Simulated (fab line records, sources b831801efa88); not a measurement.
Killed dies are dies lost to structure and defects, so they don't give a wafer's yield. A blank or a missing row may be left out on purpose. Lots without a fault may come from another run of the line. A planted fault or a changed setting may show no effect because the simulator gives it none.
Split-lot experiment | flow sky130 | 5 lots, 23 wafers read, on a route of 708 steps

THE SPLIT
At SKY_METAL5_SOFTBAKE_10 (time 60 s), the setting temp_c was moved away from the recipe's 90 C on 11 of the 23 wafers read, by +1.6% to +4.0%. The other wafers ran this setting at the recipe's value.

The reading is taken at the split's own step.

THE READING
NOVOLAK_of_METAL5_COAT_09.thk_nm (the simulator's own value, which no gauge read), in nm, at SKY_METAL5_SOFTBAKE_10 (time 60 s). The file gives no usual value for it. The 12 wafers here that ran the recipe average 1803 nm, standard deviation 5.9 nm.

wafer  | tool, chamber at the split | temp_c as run, C | against the recipe | NOVOLAK_of_METAL5_COAT_09.thk_nm, nm | against lot-mates on the recipe
L074.1 | litho_track-03, 0          | 90               | recipe             | 1811                                 | -
L074.2 | litho_track-03, 0          | 90               | recipe             | 1806                                 | -
L074.6 | litho_track-03, 0          | 90               | recipe             | 1809                                 | -
L080.2 | litho_track-02, 0          | 90               | recipe             | 1795                                 | -
L080.3 | litho_track-02, 0          | 90               | recipe             | 1797                                 | -
L080.4 | litho_track-02, 0          | 93.6             | +4.0%              | 1780                                 | -16
L080.5 | litho_track-02, 0          | 93.6             | +4.0%              | 1781                                 | -15
L080.6 | litho_track-02, 0          | 93.6             | +4.0%              | 1782                                 | -14
L081.1 | litho_track-01, 0          | 90               | recipe             | 1806                                 | -
L081.2 | litho_track-01, 0          | 91.91            | +2.1%              | 1789                                 | -13
L081.4 | litho_track-01, 0          | 90               | recipe             | 1800                                 | -
L081.6 | litho_track-01, 0          | 90               | recipe             | 1800                                 | -
L081.5 | litho_track-01, 0          | 91.91            | +2.1%              | 1791                                 | -11
L082.1 | litho_track-01, 0          | 91.45            | +1.6%              | 1799                                 | -10
L082.3 | litho_track-01, 0          | 90               | recipe             | 1807                                 | -
L082.4 | litho_track-01, 0          | 91.45            | +1.6%              | 1797                                 | -12
L082.5 | litho_track-01, 0          | 91.45            | +1.6%              | 1797                                 | -12
L082.6 | litho_track-01, 0          | 90               | recipe             | 1811                                 | -
L085.1 | litho_track-03, 0          | 92.79            | +3.1%              | 1791                                 | -5
L085.2 | litho_track-03, 0          | 90               | recipe             | 1798                                 | -
L085.3 | litho_track-03, 0          | 92.79            | +3.1%              | 1782                                 | -14
L085.5 | litho_track-03, 0          | 92.79            | +3.1%              | 1787                                 | -9
L085.6 | litho_track-03, 0          | 90               | recipe             | 1794                                 | -

THE FIT
A straight line over all 23 wafers: NOVOLAK_of_METAL5_COAT_09.thk_nm changes by -5.36 nm for each +1% of temp_c; r = -0.87; the points scatter about the line by 4.9 nm.
The same after taking each lot's own level away (the mean of its wafers on the recipe; 23 wafers): -3.73 nm for each +1%; r = -0.88; scatter 3.2 nm.
On that fit, the largest move of temp_c shifts the reading by 15 nm.
The lots' own levels span 1796.0 to 1809.0 nm, that is 2.2 times the standard deviation above.
So the lot-to-lot level changes the slope: the two fits differ.
Check: with one of the wafers moved furthest among these (+4.0%) left out of the fit, the line predicts -15.6 nm for it against its lot-mates. It came out at -16 nm against them.

OTHER SPLITS ON THESE WAFERS
These wafers also went through other splits before the reading. Each is held against what the fit with the lots' levels taken away leaves over:
other split on the same wafers     | wafers away from the commonest value | r with NOVOLAK_of_METAL5_COAT_09.thk_nm (lot level and that fit taken away)
SKY_METAL2_ETCH_18 ion_energy_ev   | 7                                    | -0.35
SKY_VIA2_CMP_02 leave_above_ref_nm | 8                                    | -0.10
SKY_VIA2_ETCH_14 ion_energy_ev     | 7                                    | -0.19
SKY_VIA2_CVD_21 temp_c             | 9                                    | -0.15
SKY_VIA3_STRIP_16 pressure_mtorr   | 18                                   | -0.17
SKY_METAL4_ETCH_17 time_s          | 11                                   | -0.15
SKY_VIA4_CMP_21 t_overpolish_s     | 7                                    | -0.13

THE FILE'S OWN FIT
NOVOLAK_of_METAL5_COAT_09.thk_nm changes by -4.1 nm for each +1% of temp_c, r = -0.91.
